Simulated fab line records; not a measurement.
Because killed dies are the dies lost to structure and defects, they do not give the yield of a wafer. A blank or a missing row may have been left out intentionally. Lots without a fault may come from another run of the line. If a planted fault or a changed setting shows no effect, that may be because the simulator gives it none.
Lot-split experiment	flow gf180mcu	23 wafers read across 5 lots, on a route 602 steps long

## THE SPLIT
At GF_VT_IMPLANT_COAT_13 (resist thk 1000 nm), the setting spin-rpm was moved away from the recipe's 3000 rpm on 6 of the 23 wafers read, by -6.3% to -2.2%. All remaining wafers had this setting at the recipe value.

The split's own step is where the reading is taken.

## THE READING
NOVOLAK_of_VT_IMPLANT_COAT_13.thk-nm (the simulator's own value, which no gauge read), in nm, at GF_VT_IMPLANT_COAT_13 (resist thk 1000 nm). The file does not state a usual value for it. Across the 17 wafers here that went through the recipe, the average is 1001.9 nm and the standard deviation 2.8 nm.

wafer	tool, chamber at the split	spin-rpm as run, rpm	against the recipe	NOVOLAK_of_VT_IMPLANT_COAT_13.thk-nm, nm	against lot-mates on the recipe
L075.1	litho-track-02, 0	3000	recipe	1002	-
L075.2	litho-track-02, 0	3000	recipe	1007	-
L075.3	litho-track-02, 0	3000	recipe	1003	-
L075.5	litho-track-02, 0	3000	recipe	1005	-
L075.6	litho-track-02, 0	3000	recipe	1004	-
L076.1	litho-track-03, 0	2935	-2.2%	1015	+14.8
L076.2	litho-track-03, 0	3000	recipe	1002	-
L076.3	litho-track-03, 0	3000	recipe	999.3	-
L076.5	litho-track-03, 0	3000	recipe	999.3	-
L076.6	litho-track-03, 0	2935	-2.2%	1013	+12.8
L079.1	litho-track-02, 0	2810	-6.3%	1035	+35.7
L079.2	litho-track-02, 0	3000	recipe	997.3	-
L079.3	litho-track-02, 0	2810	-6.3%	1033	+33.7
L079.4	litho-track-02, 0	3000	recipe	999.6	-
L079.5	litho-track-02, 0	3000	recipe	1001	-
L080.1	litho-track-03, 0	3000	recipe	999.2	-
L080.2	litho-track-03, 0	3000	recipe	1000	-
L080.6	litho-track-03, 0	3000	recipe	999.8	-
L085.1	litho-track-01, 0	2900	-3.3%	1017	+12.3
L085.2	litho-track-01, 0	2900	-3.3%	1017	+12.3
L085.4	litho-track-01, 0	3000	recipe	1006	-
L085.6	litho-track-01, 0	3000	recipe	1006	-
L085.5	litho-track-01, 0	3000	recipe	1002	-

FIT RESULTS
A straight line over all 23 wafers: NOVOLAK_of_VT_IMPLANT_COAT_13.thk-nm changes by -5 nm for each +1% of spin-rpm; r = -0.97; the points scatter about the line by 2.6 nm.
The same after taking each lot's own level away (the mean of its wafers on the recipe; 23 wafers): -5.22 nm for each +1%; r = -0.98; scatter 2.3 nm.
That fit puts the effect of the largest move of spin-rpm on the reading at 33 nm.
The lots' own levels span 999.30 to 1004.67 nm, that is 1.9 times the standard deviation above.
So the lot-to-lot level changes the slope little: the two slopes agree.
Check: with one of the wafers moved furthest among these (-6.3%) left out of the fit, the line predicts +31.4 nm for it against its lot-mates. It came out at +35.7 nm against them.

## OTHER SPLITS APPLIED TO THESE WAFERS
Note: prior to the reading, these wafers also went through further splits. Each is held against what the fit with the lots' levels taken away leaves over:
other split on the same wafers	wafers away from the commonest value	r with NOVOLAK_of_VT_IMPLANT_COAT_13.thk-nm (lot level and that fit taken away)
GF_STI_CVD_03 temp-c	15	-0.18
GF_STI_PEB_10 peb-temp-c	11	-0.15
GF_STI_CVD_23 sih4-flow-sccm	6	+0.12
GF_STI_OXIDATION_29 ox-time-s	15	-0.02

## THE WHOLE CHAIN: every reading that the file lists as answering this split, in the file's order
step	what it does	reading	change (the file's fit)	r (the file's)
GF_VT_IMPLANT_COAT_13	resist thk 1000 nm	NOVOLAK_of_VT_IMPLANT_COAT_13.thk-nm (the simulator's own value, which no gauge read)	-5.17 nm for each +1% of the setting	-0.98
GF_VT_IMPLANT_STRIP_20	strips in O2/N2	strip-time-to-endpoint-s	withheld for each +1% of the setting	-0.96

## FILE'S OWN FIT
NOVOLAK_of_VT_IMPLANT_COAT_13.thk-nm changes by -5.17 nm for each +1% of spin-rpm, r = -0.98.
